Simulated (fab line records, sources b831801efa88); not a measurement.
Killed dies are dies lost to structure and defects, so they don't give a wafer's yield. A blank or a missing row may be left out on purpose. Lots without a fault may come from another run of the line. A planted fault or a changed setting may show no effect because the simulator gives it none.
fab line records | flow sky130
record lots=7 wafers=21 last_day=50
route steps=708 shown VIA4@658 METAL5@661 PAD_OPEN@708
lots that met no fault: from a run of the same line without faults
start_h: hours from the record's first day to the start of the lot's first wafer shown | wait_h: hours since the lot's step before | " the same as in the row above | L1.1+2: a row that stands for several wafers | - no value, or no start given | * or withheld: withheld | < > ~ a bound
route shown NAME@n: a module of which the file shows steps, and the number in the route of the first | usual: mean/standard deviation of fault-free wafers | same: alike in all rows | chamber/n: place in a boat | sites: the reading at each site | _std_site: their standard deviation | _edge_site: outer sites' mean less inner sites' | radius_mm: how far each site lies from the wafer's centre | mask NAME#n: copy n | behind: the tool/chamber that last shaped the wafer | hold: why the lot was held/for how many hours/how that ended | device: the transistor (n, p or np) that didn't switch | end of line: the same wafers' tests at the end of the route | a step without rows: its recipe alone | killed: dies lost to structure and defects at the first sort, not the wafer's yield | map: a wafer's dies, x killed, . not, _ none there
set.NAME: the setting as run; set.NAME@STEP: as run at that earlier step | model.NAME: the simulator's own value behind a step, which no gauge read
lots at some steps of the route; a table a step, a row a wafer
services: from which hour (start_h, from the record's first day; less than 0 if before it) a tool's chamber was out of use, for how many hours, and why
## steps
# step SKY_VIA4_RS_MEAS_19
# recipe thk_meas_gauge=four-point-probe reads=W_of_VIA4_CVD_18+TiN_of_VIA4_SPUTTER_17
# usual VIA4_W_RS=0.2274/0.0022
# columns lot.wafer tool chamber start_h wait_h VIA4_W_RS[ohm/sq]
L993.1 film_metro-01 - 1012.38 0.1 0.2281
L993.5 " - " " 0.2273
L993.6 " - " " 0.2277
L100.3 film_metro-03 - 1072.38 0.1 0.2249
L100.5 " - " " 0.2262
L100.6 " - " " 0.2252
L101.1 film_metro-04 - 1077.16 0.1 0.2234
L101.4 " - " " 0.2235
L101.5 " - " " 0.2246
L102.2 film_metro-01 - 1081.68 0.1 0.2227
L102.4 " - " " 0.2243
L102.6 " - " " 0.2268
L107.4 film_metro-01 - 1110.43 0.1 0.2287
L107.5 " - " " 0.2265
L107.6 " - " " 0.2274
L113.1 film_metro-01 - 1137.97 0.1 0.2269
L113.2 " - " " 0.2244
L113.6 " - " " 0.2268
L115.1 film_metro-01 - 1152.04 0.1 0.2293
L115.5 " - " " 0.2296
L115.6 " - " " 0.2302
# step SKY_VIA4_THK_MEAS_20
# recipe thk_meas_gauge=xrf reads=W_of_VIA4_CVD_18
# usual VIA4_W_THK=500/6
# columns lot.wafer tool chamber start_h wait_h VIA4_W_THK[nm]
L993.1 film_metro-01 - 1012.50 0.1 498
L993.5 " - " " 499
L993.6 " - " " 496
L100.3 film_metro-03 - 1072.48 0.1 503
L100.5 " - " " 502
L100.6 " - " " 503
L101.1 film_metro-04 - 1077.28 0.1 511
L101.4 " - " " 513
L101.5 " - " " 506
L102.2 film_metro-01 - 1081.79 0.1 508
L102.4 " - " " 505
L102.6 " - " " 497
L107.4 film_metro-01 - 1110.52 0.1 495
L107.5 " - " " 497
L107.6 " - " " 498
L113.1 film_metro-01 - 1138.09 0.1 501
L113.2 " - " " 504
L113.6 " - " " 497
L115.1 film_metro-01 - 1152.16 0.1 491
L115.5 " - " " 491
L115.6 " - " " 488
# step SKY_VIA4_CMP_21
# recipe stop_on=SiO2 t_overpolish_s=25 down_force_psi=3.5 platen_rpm=60 target_thk_nm=0 pad_velocity_m_s=0.94248
# usual motor_current_A=10.6/1.4 overpolish_run_s=24.999/0.0095 time_to_endpoint_s=122/3.4
# columns lot.wafer tool chamber start_h wait_h motor_current_A overpolish_run_s time_to_endpoint_s
L993.1 cmp-02 0 1012.66 0.1 11.1 25.006 125
L993.6 " 2 " " 9.1 25.009 123
L993.5 " 3 " " 11.1 24.992 117
L100.3 cmp-02 2 1072.52 0.0 9.4 25.000 126
L100.6 " 2 " " 8.9 24.997 124
L100.5 " 3 " " 11.4 24.996 127
L101.1 cmp-01 2 1077.39 0.1 12.6 24.991 124
L101.4 " 3 " " 9.8 25.015 125
L101.5 " 1 " " 8.6 25.020 126
L102.4 cmp-02 3 1081.84 0.0 11.1 25.002 128
L102.2 " 2 " " 8.8 24.994 129
L102.6 " 0 " " 10.7 24.986 125
L107.4 cmp-02 2 1110.60 0.1 9.2 24.985 119
L107.6 " 1 " " 9.9 24.996 121
L107.5 " 2 " " 8.8 25.011 126
L113.1 cmp-02 1 1138.25 0.1 9.9 24.983 122
L113.2 " 2 " " 9.3 25.001 120
L113.6 " 3 " " 11.6 24.997 118
L115.1 cmp-01 2 1152.37 0.2 13.0 24.998 117
L115.5 " 3 " " 9.5 25.000 121
L115.6 " 0 " " 11.3 25.002 118
# step SKY_METAL5_SPUTTER_00
# recipe material=Ti target_thk_nm=15 power_w=3000 time_s=10 chamber_pressure_pa=0.4
# usual throttle_valve_pct=30.5/1.4
# columns lot.wafer tool chamber start_h wait_h throttle_valve_pct
L993.1 pvd_sputter-03 - 1012.86 0.1 31.3
L993.5 " - " " 30.6
L993.6 " - " " 28.7
L100.3 pvd_sputter-02 - 1072.82 0.2 30.5
L100.5 " - " " 28.8
L100.6 " - " " 33.6
L101.1 pvd_sputter-04 - 1077.64 0.2 29.0
L101.4 " - " " 30.3
L101.5 " - " " 29.0
L102.2 pvd_sputter-04 - 1082.14 0.1 29.7
L102.4 " - " " 28.7
L102.6 " - " " 30.8
L107.4 pvd_sputter-02 - 1110.86 0.2 33.7
L107.5 " - " " 30.4
L107.6 " - " " 31.6
L113.1 pvd_sputter-04 - 1138.45 0.1 30.6
L113.2 " - " " 29.9
L113.6 " - " " 30.3
L115.1 pvd_sputter-04 - 1152.52 0.1 29.2
L115.5 " - " " 29.6
L115.6 " - " " 30.6
# step SKY_METAL5_SPUTTER_01
# recipe material=TiN target_thk_nm=20 power_w=6500 time_s=16.7 chamber_pressure_pa=0.4
# usual throttle_valve_pct=30.5/1.3
# columns lot.wafer tool chamber start_h wait_h throttle_valve_pct
L993.1 pvd_sputter-03 - 1012.89 0.0 31.1
L993.5 " - " " 30.6
L993.6 " - " " 28.9
L100.3 pvd_sputter-02 - 1072.84 0.0 30.5
L100.5 " - " " 28.6
L100.6 " - " " 33.5
L101.1 pvd_sputter-04 - 1077.66 0.0 29.0
L101.4 " - " " 30.3
L101.5 " - " " 28.9
L102.2 pvd_sputter-04 - 1082.17 0.0 29.8
L102.4 " - " " 28.8
L102.6 " - " " 30.5
L107.4 pvd_sputter-02 - 1110.89 0.0 33.4
L107.5 " - " " 30.6
L107.6 " - " " 31.8
L113.1 pvd_sputter-04 - 1138.47 0.0 30.5
L113.2 " - " " 29.6
L113.6 " - " " 30.3
L115.1 pvd_sputter-04 - 1152.55 0.0 29.0
L115.5 " - " " 29.9
L115.6 " - " " 30.5
# step SKY_METAL5_SPUTTER_02
# recipe material=AlCu target_thk_nm=1150 power_w=10600 time_s=61.2 chamber_pressure_pa=0.4
# step SKY_METAL5_SPUTTER_03
# recipe material=Ti target_thk_nm=5 power_w=3000 time_s=3.3 chamber_pressure_pa=0.4
# usual throttle_valve_pct=30.5/1.3
# columns lot.wafer tool chamber start_h wait_h throttle_valve_pct
L993.1 pvd_sputter-03 - 1012.96 0.0 31.1
L993.5 " - " " 30.4
L993.6 " - " " 28.8
L100.3 pvd_sputter-02 - 1072.92 0.0 30.6
L100.5 " - " " 28.6
L100.6 " - " " 33.2
L101.1 pvd_sputter-04 - 1077.73 0.0 29.3
L101.4 " - " " 30.2
L101.5 " - " " 29.3
L102.2 pvd_sputter-04 - 1082.24 0.0 29.8
L102.4 " - " " 28.9
L102.6 " - " " 30.5
L107.4 pvd_sputter-02 - 1110.96 0.0 33.5
L107.5 " - " " 30.8
L107.6 " - " " 31.8
L113.1 pvd_sputter-04 - 1138.55 0.0 30.6
L113.2 " - " " 29.7
L113.6 " - " " 30.0
L115.1 pvd_sputter-04 - 1152.63 0.0 28.9
L115.5 " - " " 30.0
L115.6 " - " " 30.9
# step SKY_METAL5_SPUTTER_04
# recipe material=TiN target_thk_nm=70 power_w=6500 time_s=58.3 chamber_pressure_pa=0.4
# usual throttle_valve_pct=30.5/1.3
# columns lot.wafer tool chamber start_h wait_h throttle_valve_pct
L993.1 pvd_sputter-03 - 1012.98 0.0 30.9
L993.5 " - " " 30.6
L993.6 " - " " 28.7
L100.3 pvd_sputter-02 - 1072.94 0.0 30.6
L100.5 " - " " 28.7
L100.6 " - " " 33.5
L101.1 pvd_sputter-04 - 1077.75 0.0 29.3
L101.4 " - " " 30.3
L101.5 " - " " 28.9
L102.2 pvd_sputter-04 - 1082.26 0.0 29.8
L102.4 " - " " 29.0
L102.6 " - " " 30.6
L107.4 pvd_sputter-02 - 1110.99 0.0 33.6
L107.5 " - " " 30.3
L107.6 " - " " 31.7
L113.1 pvd_sputter-04 - 1138.57 0.0 30.7
L113.2 " - " " 29.6
L113.6 " - " " 30.2
L115.1 pvd_sputter-04 - 1152.65 0.0 29.1
L115.5 " - " " 29.8
L115.6 " - " " 30.6
# step SKY_METAL5_RS_MEAS_05
# recipe thk_meas_gauge=four-point-probe reads=TiN_of_METAL5_SPUTTER_04+Ti_of_METAL5_SPUTTER_03+AlCu_of_METAL5_SPUTTER_02+TiN_of_METAL5_SPUTTER_01+Ti_of_METAL5_SPUTTER_00
# usual METAL5_ALCU_RS=0.02714/0.00028
# columns lot.wafer tool chamber start_h wait_h METAL5_ALCU_RS[ohm/sq]
L993.1 film_metro-01 - 1013.03 0.0 0.0274
L993.5 " - " " 0.02759
L993.6 " - " " 0.02781
L100.3 film_metro-01 - 1073.03 0.1 0.02747
L100.5 " - " " 0.02721
L100.6 " - " " 0.02714
L101.1 film_metro-01 - 1077.80 0.0 0.02701
L101.4 " - " " 0.02667
L101.5 " - " " 0.02688
L102.2 film_metro-02 - 1082.33 0.0 0.0268
L102.4 " - " " 0.02693
L102.6 " - " " 0.02699
L107.4 film_metro-04 - 1111.08 0.1 0.0272
L107.5 " - " " 0.02761
L107.6 " - " " 0.02724
L113.1 film_metro-04 - 1138.62 0.0 0.02704
L113.2 " - " " 0.02699
L113.6 " - " " 0.02695
L115.1 film_metro-02 - 1152.71 0.0 0.02746
L115.5 " - " " 0.02715
L115.6 " - " " 0.0273
# step SKY_METAL5_THK_MEAS_06
# recipe thk_meas_gauge=xrf reads=AlCu_of_METAL5_SPUTTER_02
# usual METAL5_ALCU_THK=1150/11
# columns lot.wafer tool chamber start_h wait_h METAL5_ALCU_THK[nm]
L993.1 film_metro-01 - 1013.15 0.1 1149
L993.5 " - " " 1154
L993.6 " - " " 1125
L100.3 film_metro-01 - 1073.13 0.1 1126
L100.5 " - " " 1156
L100.6 " - " " 1145
L101.1 film_metro-01 - 1077.92 0.1 1154
L101.4 " - " " 1158
L101.5 " - " " 1162
L102.2 film_metro-02 - 1082.44 0.1 1162
L102.4 " - " " 1154
L102.6 " - " " 1152
L107.4 film_metro-04 - 1111.17 0.1 1150
L107.5 " - " " 1133
L107.6 " - " " 1146
L113.1 film_metro-04 - 1138.74 0.1 1153
L113.2 " - " " 1150
L113.6 " - " " 1156
L115.1 film_metro-02 - 1152.83 0.1 1137
L115.5 " - " " 1155
L115.6 " - " " 1140
# step SKY_METAL5_DEHYDRATE_07
# recipe temp_c=200 time_s=60
# step SKY_METAL5_HMDS_08
# recipe prime_time_s=60 prime_temp_c=120
# step SKY_METAL5_COAT_09
# recipe resist=NOVOLAK spin_rpm=3000 resist_thk_nm=1800
# columns lot.wafer tool chamber start_h wait_h model.NOVOLAK_of_METAL5_COAT_09.thk_nm
L993.1 litho_track-01 0 1023.45 0.1 1802
L993.5 " 0 " " 1810
L993.6 " 0 " " 1811
L100.3 litho_track-01 0 1084.15 0.1 1803
L100.5 " 0 " " 1809
L100.6 " 0 " " 1909
L101.1 litho_track-01 0 1088.00 0.1 1901
L101.4 " 0 " " 1801
L101.5 " 0 " " 1805
L102.2+4 litho_track-01 0 1092.63 0.1 1808
L102.6 " 0 " " 1914
L107.4 litho_track-04 0 1120.81 0.1 1798
L107.5 " 0 " " 1795
L107.6 " 0 " " 1801
L113.1 litho_track-02 0 1148.76 0.1 1798
L113.2 " 0 " " 1801
L113.6 " 0 " " 1806
L115.1 litho_track-04 0 1161.34 0.1 1792
L115.5 " 0 " " 1794
L115.6 " 0 " " 1793
# step SKY_METAL5_SOFTBAKE_10
# recipe temp_c=90 time_s=60 resist=NOVOLAK
# step SKY_METAL5_EXPOSE_11
# recipe mask_id=MM5 na=0.6 source_shape=conventional sigma_outer=0.6 polarization=unpolarized target_cd_nm=1600 dose_mj=190
# step SKY_METAL5_PEB_12
# recipe temp_c=withheld time_s=* resist=NOVOLAK
# step SKY_METAL5_DEVELOP_13
# recipe resist=NOVOLAK developer=TMAH develop_time_s=60 dev_temp_c=23
# step SKY_METAL5_DESCUM_14
# recipe chemistry=O2 source_power_w=150 bias_power_w=0 pressure_mtorr=10 temp_c=40 time_s=11
# usual drypump_motor_current_A=5.9/0.63 oes_product_au=1.002/0.0073
# columns lot.wafer tool chamber start_h wait_h drypump_motor_current_A oes_product_au rf_hours_counter_h model.METAL5.cd_nm
L993.1 rie_metal-02 1 1035.30 0.1 6.5 1.003 15 1602
L993.5 " 0 " " 4.7 0.998 - 1602
L993.6 " 1 " " 6.5 1.002 - 1603
L100.3 rie_metal-02 1 1094.35 0.1 6.5 1.013 - 1601
L100.5 " 1 " " 6.5 1.007 - 1601
L100.6 " 0 " " 4.7 0.994 - 1612
L101.1 rie_metal-03 0 1097.74 0.1 6.0 1.006 4 1611
L101.4 " 0 " " 6.0 1.008 - 1602
L101.5 " 1 " " 6.2 0.999 - 1600
L102.2 rie_metal-01 1 1103.24 0.1 5.8 1.003 12 1605
L102.4 " 1 " " 5.8 1.003 - 1604
L102.6 " 1 " " 5.8 1.003 - 1612
L107.4 rie_metal-02 0 1130.81 0.1 4.7 0.990 - 1595
L107.5 " 1 " " 6.5 1.009 - 1593
L107.6 " 0 " " 4.7 1.001 - 1599
L113.1 rie_metal-03 0 1157.76 0.1 6.0 1.001 11 1598
L113.2 " 0 " " 5.9 0.994 - 1600
L113.6 " 0 " " 6.0 1.007 - 1600
L115.1 rie_metal-01 1 1170.66 0.1 5.8 1.006 18 1600
L115.5 " 1 " " 5.8 1.001 - 1599
L115.6 " 0 " " 6.5 1.002 - 1598
# step SKY_METAL5_METAL_ETCH_15
# recipe target_depth_a=12600 stop_on=SiO2 over_etch_frac=0.2 time_s=252 chemistry=Cl2/BCl3 resist_sidewall_deg=86 pressure_mtorr=10 icp_w=900 bias_w=48.5 Cl2_flow_sccm=60 bcl3_flow_sccm=30
# usual bcl3_flow_sccm=29.99/0.09 drypump_motor_current_A=5.9/0.63 oes_product_au=0.893/0.0048 throttle_valve_pct=22.265/0.01
# columns lot.wafer tool chamber start_h wait_h bcl3_flow_sccm drypump_motor_current_A oes_product_au rf_hours_counter_h throttle_valve_pct model.NOVOLAK_of_METAL5_COAT_09.thk_nm model.METAL5.cd_nm
L993.1 rie_metal-02 1 1035.34 0.0 30.05 6.5 0.897 15 22.268 1038 1602
L993.5 " 0 " " 29.97 4.7 0.894 - 22.274 1062 1600
L993.6 " 1 " " 29.92 6.5 0.895 - 22.260 1053 1607
L100.3 rie_metal-02 1 1094.45 0.1 29.91 6.5 0.896 - 22.263 1024 1597
L100.5 " 1 " " 29.91 6.5 0.890 - 22.275 1034 1606
L100.6 " 0 " " 30.00 4.7 0.894 - 22.254 1141 1610
L101.1 rie_metal-03 0 1097.77 0.0 30.03 6.0 0.895 4 22.265 1130 1615
L101.4 " 0 " " 30.03 5.9 0.891 - 22.243 1027 1607
L101.5 " 1 " " 29.88 6.2 0.894 - 22.272 1041 1602
L102.2 rie_metal-01 1 1103.27 0.0 30.03 5.8 0.897 12 22.288 1038 1605
L102.4 " 1 " " 30.10 5.8 0.897 - 22.275 1038 1605
L102.6 " 1 " " 30.06 5.8 0.896 - 22.273 1138 1615
L107.4 rie_metal-02 0 1130.92 0.1 29.89 4.7 0.890 - 22.263 1038 1591
L107.5 " 1 " " 29.84 6.5 0.896 - 22.264 1017 1597
L107.6 " 0 " " 29.97 4.7 0.894 - 22.282 1039 1595
L113.1 rie_metal-03 0 1157.83 0.1 29.98 6.0 0.897 11 22.272 1022 1597
L113.2 " 0 " " 29.92 6.0 0.897 - 22.266 1019 1603
L113.6 " 0 " " 30.08 6.0 0.902 - 22.279 1022 1604
L115.1 rie_metal-01 1 1170.70 0.0 30.06 5.8 0.888 18 22.268 1012 1598
L115.5 " 1 " " 30.06 5.8 0.900 - 22.273 1014 1601
L115.6 " 0 " " 29.93 6.5 0.887 - 22.276 1025 1605
# step SKY_METAL5_STRIP_16
# recipe chemistry=O2/N2 power_w=1400 pressure_mtorr=1500 platen_temp_c=withheld o2_flow_sccm=3000 n2_flow_sccm=300 overash_fraction=0.5
# usual drypump_motor_current_A=5.6/0.41 oes_product_au=0.711/0.0046 strip_time_to_endpoint_s=13.02/0.13
# columns lot.wafer tool chamber start_h wait_h drypump_motor_current_A oes_product_au rf_hours_counter_h strip_time_to_endpoint_s
L993.1 plasma_asher-04 0 1035.57 0.2 5.0 0.712 120 13.10
L993.5 " 0 " " 5.0 0.710 - 13.37
L993.6 " 1 " " 6.3 0.699 - 13.25
L100.3 plasma_asher-02 0 1094.64 0.1 5.3 0.718 - 12.93
L100.5 " 1 " " 5.7 0.714 - 13.07
L100.6 " 0 " " 5.3 0.707 - 14.28
L101.1 plasma_asher-03 0 1098.00 0.2 5.6 0.712 37 14.16
L101.4 " 1 " " 5.8 0.708 - 12.97
L101.5 " 0 " " 5.6 0.707 - 13.13
L102.2 plasma_asher-02 1 1103.50 0.2 5.7 0.716 95 13.12
L102.4 " 1 " " 5.7 0.715 - 13.09
L102.6 " 1 " " 5.7 0.714 - 14.26
L107.4 plasma_asher-02 0 1131.11 0.1 5.3 0.712 - 13.09
L107.5 " 1 " " 5.7 0.709 - 12.87
L107.6 " 0 " " 5.3 0.711 - 13.11
L113.1 plasma_asher-02 0 1158.30 0.4 5.3 0.706 101 12.92
L113.2 " 1 " " 5.7 0.719 101 12.88
L113.6 " 1 " " 5.7 0.705 - 12.92
L115.1 plasma_asher-02 0 1170.93 0.2 5.3 0.710 102 12.79
L115.5 " 1 " " 5.7 0.715 - 12.82
L115.6 " 0 " " 5.3 0.713 - 12.97
# step SKY_METAL5_STRIP_17
# recipe chemistry=post_etch_residue_remover time_s=1200 temp_c=72.5
# step SKY_PAD_OPEN_PROBE_99
# usual defect_limited_yield=82.7/1.9 killed_at_M0_to_M3=43/7.1 killed_at_M4_up=3.2/1.9 killed_at_contacts=23/5.1 killed_at_front_end=15/4.5 killed_at_other=0.4/0.65 killed_dies=85/9.4 killed_on_rim=17/4 killed_open=47/6.8 killed_short=38/6.1 sort_bin_3_pad_short=0.8/0.38 sort_bin_5_function=10.3/1.5 sort_bin_6_memory=6.2/1.1 sort_n_pass=407/9.4 sort_yield_pct=82.7/1.9
# same gross_dies=492 killed_at_back_side=0 sort_bin_4_leakage[%]=0 sort_bin_8_speed[%]=0
# columns lot.wafer tool chamber start_h wait_h defect_limited_yield[%] killed_at_M0_to_M3 killed_at_M4_up killed_at_contacts killed_at_front_end killed_at_other killed_dies killed_on_rim killed_open killed_short sort_bin_3_pad_short[%] sort_bin_5_function[%] sort_bin_6_memory[%] sort_n_pass sort_yield_pct[%]
L993.1 prober-02 - 1082.61 0.1 82.9 43 6 23 11 1 84 17 42 42 1.0 10.4 5.7 408 82.9
L993.5 prober-02 - 1082.81 0.2 82.3 42 6 28 11 0 87 17 57 30 0.4 12.4 4.9 405 82.3
L993.6 prober-02 - 1082.86 0.2 81.3 48 2 19 23 0 92 14 48 44 0 11.4 7.3 400 81.3
L100.3 prober-01 - 1138.08 0.2 83.9 40 3 24 12 0 79 15 34 45 1.2 10.2 4.7 413 83.9
L100.5 prober-01 - 1138.18 0.2 85.4 36 5 17 14 0 72 20 36 36 0.6 8.7 5.3 420 85.4
L100.6 prober-01 - 1138.23 0.2 80.5 53 5 24 14 0 96 22 60 36 1.0 11.6 6.9 396 80.5
L101.1 prober-02 - 1142.42 0.1 77.4 59 1 29 21 1 111 25 56 55 1.2 11.6 9.8 381 77.4
L101.4 prober-02 - 1142.57 0.2 83.7 39 3 22 16 0 80 9 49 31 1.0 9.6 5.7 412 83.7
L101.5 prober-02 - 1142.62 0.2 79.5 57 6 31 7 0 101 15 55 46 0.8 10.8 8.9 391 79.5
L102.2 prober-01 - 1146.39 0.1 82.9 42 2 25 15 0 84 22 43 41 0.2 10.6 6.3 408 82.9
L102.4 prober-01 - 1146.49 0.2 80.9 49 1 24 20 0 94 19 54 40 0.4 10.4 8.3 398 80.9
L102.6 prober-01 - 1146.59 0.2 82.1 52 2 21 13 0 88 18 55 33 0.6 10.2 7.1 404 82.1
L107.4 prober-01 - 1171.62 0.2 86.8 29 4 17 15 0 65 17 38 27 0.8 7.7 4.7 427 86.8
L107.5 prober-01 - 1171.67 0.2 82.9 44 4 18 17 1 84 15 45 38 1.4 8.9 6.7 408 82.9
L107.6 prober-01 - 1171.72 0.2 82.5 50 6 16 14 0 86 18 41 45 1.4 10.0 6.1 406 82.5
L113.1 prober-02 - 1193.46 0.1 85.0 40 5 19 10 0 74 16 37 37 0.4 7.1 7.5 418 85.0
L113.2 prober-02 - 1193.51 0.1 87.0 36 2 15 10 1 64 14 38 26 0.6 7.1 5.3 428 87.0
L113.6 prober-02 - 1193.71 0.2 85.2 35 2 23 13 0 73 15 40 33 0.4 9.6 4.9 419 85.2
L115.1 prober-02 - 1203.68 0.1 79.7 52 6 33 9 0 100 21 59 41 1.2 13.0 6.1 392 79.7
L115.5 prober-02 - 1203.88 0.2 87.8 34 4 17 5 0 60 15 43 17 0.8 7.3 4.1 432 87.8
L115.6 prober-02 - 1203.93 0.2 81.7 47 3 23 17 0 90 14 41 49 1.2 10.0 7.1 402 81.7
# killed by level:class
L993.1 VIA1:geometric_particle:open=12 VIA3:geometric_particle:open=8 CONTACT:geometric_particle:open=7 METAL4:geometric_particle:short=6 VIA3:geometric_particle:short=6 LOCAL_INTERCONNECT:geometric_particle:short=5 LI_CONTACT:geometric_particle:open=4 POLY_GATE:geometric_particle:short=4
L993.5 VIA1:geometric_particle:open=12 VIA3:geometric_particle:open=11 LI_CONTACT:geometric_particle:open=9 CONTACT:geometric_particle:open=8 CONTACT:geometric_particle:short=6 FIELD_ISO:geometric_particle:open=5 VIA1:geometric_particle:short=4 VIA2:geometric_particle:open=4
L993.6 VIA1:geometric_particle:open=12 FIELD_ISO:geometric_particle:open=8 METAL1:geometric_particle:short=7 VIA2:geometric_particle:open=7 POLY_GATE:geometric_particle:short=6 VIA1:geometric_particle:short=6 CONTACT:geometric_particle:open=6 LI_CONTACT:geometric_particle:open=5
L100.3 METAL1:geometric_particle:short=8 VIA1:geometric_particle:open=8 LI_CONTACT:geometric_particle:open=6 LOCAL_INTERCONNECT:geometric_particle:short=6 VIA2:geometric_particle:open=5 VIA3:geometric_particle:short=4 CONTACT:geometric_particle:short=4 CONTACT:geometric_particle:open=4
L100.5 VIA1:geometric_particle:open=7 VIA2:geometric_particle:open=7 CONTACT:geometric_particle:open=6 FIELD_ISO:geometric_particle:open=5 LOCAL_INTERCONNECT:geometric_particle:short=5 VIA1:geometric_particle:short=5 CONTACT:geometric_particle:short=4 METAL2:geometric_particle:short=4
L100.6 VIA1:geometric_particle:open=15 VIA3:geometric_particle:open=9 LI_CONTACT:geometric_particle:open=8 LOCAL_INTERCONNECT:geometric_particle:short=7 VIA2:geometric_particle:open=6 METAL1:geometric_particle:short=6 VIA1:geometric_particle:short=5 SPACER:geometric_particle:open=5
L101.1 METAL1:geometric_particle:short=13 LI_CONTACT:geometric_particle:open=12 VIA2:geometric_particle:open=9 CONTACT:geometric_particle:open=8 VIA3:geometric_particle:open=8 VIA1:geometric_particle:open=7 METAL2:geometric_particle:short=7 FIELD_ISO:geometric_particle:short=6
L101.4 VIA1:geometric_particle:open=13 CONTACT:geometric_particle:open=7 LOCAL_INTERCONNECT:geometric_particle:short=6 VIA2:geometric_particle:open=6 CONTACT:geometric_particle:short=5 POLY_GATE:geometric_particle:short=5 FIELD_ISO:geometric_particle:open=4 LI_CONTACT:geometric_particle:open=4
L101.5 VIA1:geometric_particle:open=13 VIA3:geometric_particle:open=10 CONTACT:geometric_particle:short=8 CONTACT:geometric_particle:open=8 LI_CONTACT:geometric_particle:open=7 METAL1:geometric_particle:short=6 LOCAL_INTERCONNECT:geometric_particle:short=5 VIA2:geometric_particle:short=5
L102.2 CONTACT:geometric_particle:open=8 METAL2:geometric_particle:short=8 VIA1:geometric_particle:open=8 VIA3:geometric_particle:open=8 VIA1:geometric_particle:short=7 LI_CONTACT:geometric_particle:open=6 CONTACT:geometric_particle:short=5 VIA2:geometric_particle:open=4
L102.4 VIA1:geometric_particle:open=15 LI_CONTACT:geometric_particle:open=10 VIA2:geometric_particle:open=8 FIELD_ISO:geometric_particle:short=6 CONTACT:geometric_particle:open=6 METAL1:geometric_particle:short=6 CONTACT:geometric_particle:short=5 VIA2:geometric_particle:short=5
L102.6 VIA1:geometric_particle:open=11 VIA2:geometric_particle:open=10 LI_CONTACT:geometric_particle:open=9 VIA3:geometric_particle:open=7 METAL2:geometric_particle:short=6 FIELD_ISO:geometric_particle:open=4 CONTACT:geometric_particle:open=4 VIA3:geometric_particle:short=4
L107.4 LI_CONTACT:geometric_particle:open=5 CONTACT:geometric_particle:open=5 VIA3:geometric_particle:open=5 CONTACT:geometric_particle:short=4 VIA1:geometric_particle:open=4 VIA2:geometric_particle:open=4 FIELD_ISO:geometric_particle:short=3 FIELD_ISO:geometric_particle:open=3
L107.5 VIA1:geometric_particle:open=10 CONTACT:geometric_particle:open=7 VIA3:geometric_particle:open=7 FIELD_ISO:geometric_particle:open=5 CONTACT:geometric_particle:short=5 METAL1:geometric_particle:short=5 VIA2:geometric_particle:short=4 VIA3:geometric_particle:short=4
L107.6 VIA2:geometric_particle:open=8 VIA3:geometric_particle:open=8 VIA1:geometric_particle:open=7 VIA1:geometric_particle:short=6 VIA2:geometric_particle:short=6 FIELD_ISO:geometric_particle:short=5 METAL1:geometric_particle:short=5 METAL4:geometric_particle:short=5
L113.1 VIA1:geometric_particle:open=12 CONTACT:geometric_particle:short=7 CONTACT:geometric_particle:open=6 VIA3:geometric_particle:open=6 METAL1:geometric_particle:short=5 VIA1:geometric_particle:short=5 METAL2:geometric_particle:short=4 METAL4:geometric_particle:short=4
L113.2 VIA1:geometric_particle:open=7 VIA2:geometric_particle:open=5 CONTACT:geometric_particle:open=5 POLY_GATE:geometric_particle:open=4 LI_CONTACT:geometric_particle:open=4 VIA3:geometric_particle:open=4 VIA1:geometric_particle:short=4 VIA3:geometric_particle:short=4
L113.6 CONTACT:geometric_particle:open=12 VIA1:geometric_particle:open=6 VIA2:geometric_particle:open=6 FIELD_ISO:geometric_particle:short=5 CONTACT:geometric_particle:short=4 METAL2:geometric_particle:short=4 VIA3:geometric_particle:open=4 LI_CONTACT:geometric_particle:short=3
L115.1 CONTACT:geometric_particle:open=12 VIA2:geometric_particle:open=11 VIA1:geometric_particle:open=11 LOCAL_INTERCONNECT:geometric_particle:short=8 METAL1:geometric_particle:short=7 LI_CONTACT:geometric_particle:open=6 CONTACT:geometric_particle:short=5 VIA3:geometric_particle:open=5
L115.5 VIA3:geometric_particle:open=10 VIA1:geometric_particle:open=9 CONTACT:geometric_particle:open=7 VIA2:geometric_particle:open=6 LI_CONTACT:geometric_particle:open=3 VIA1:geometric_particle:short=3 METAL4:geometric_particle:open=2 FIELD_ISO:geometric_particle:open=2
L115.6 VIA1:geometric_particle:open=9 VIA1:geometric_particle:short=8 FIELD_ISO:geometric_particle:open=7 FIELD_ISO:geometric_particle:short=7 LI_CONTACT:geometric_particle:short=5 LI_CONTACT:geometric_particle:open=5 CONTACT:geometric_particle:short=5 VIA3:geometric_particle:open=5
## services
# columns tool chamber start_h hours kind
cmp-01 - 989.97 4.3 pm
rie_metal-02 - 994.34 14.6 pm
pvd_sputter-02 - 1001.31 36.9 repair
plasma_asher-02 - 1001.48 18.3 repair
rie_metal-03 0 1001.60 3.1 repair
cmp-01 - 1002.88 1.0 repair
cmp-01 - 1006.92 15.1 pm
cmp-01 - 1031.39 2.3 repair
cmp-02 - 1037.34 0.2 repair
cmp-02 - 1040.11 2.4 repair
rie_metal-01 1 1040.95 5.8 repair
rie_metal-03 1 1048.03 3.3 repair
pvd_sputter-04 - 1057.39 14.6 repair
pvd_sputter-03 - 1072.37 1.8 repair
rie_metal-03 0 1073.30 11.9 repair
pvd_sputter-03 - 1074.54 0.5 repair
plasma_asher-02 - 1075.65 3.7 repair
cmp-01 - 1084.16 4.0 pm
cmp-02 - 1099.99 6.8 pm
cmp-01 - 1120.02 1.0 repair
rie_metal-03 1 1132.69 27.7 repair
pvd_sputter-02 - 1153.65 1.1 repair
cmp-02 - 1156.87 25.0 repair
cmp-01 - 1169.34 4.4 repair
## key
first_sign step=SKY_METAL5_STRIP_16 reading=strip_time_to_endpoint_s direction=up sigmas=9.4 usual=* struck=*
effect none on later readings
model_effect step=SKY_METAL5_COAT_09 value=NOVOLAK_of_METAL5_COAT_09.thk_nm without=1804 struck=1908
model_effect step=SKY_METAL5_DESCUM_14 value=METAL5.cd_nm without=1603 struck=1612
model_effect step=SKY_METAL5_METAL_ETCH_15 value=NOVOLAK_of_METAL5_COAT_09.thk_nm without=1032 struck=1137
met_at SKY_METAL5_COAT_09
struck_wafers L100.6,L101.1,L102.6
onset_between 1023.45 1084.15
fault kind=process_parameter_drift tool=litho_track-01 chamber=- onset_h=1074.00 steps=SKY_METAL5_COAT_09 channel=resist_thk_nm offset=103.82 shape=step end_h=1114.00 scope=struck_wafers_only acts_in=these_recipes_only stated=1800
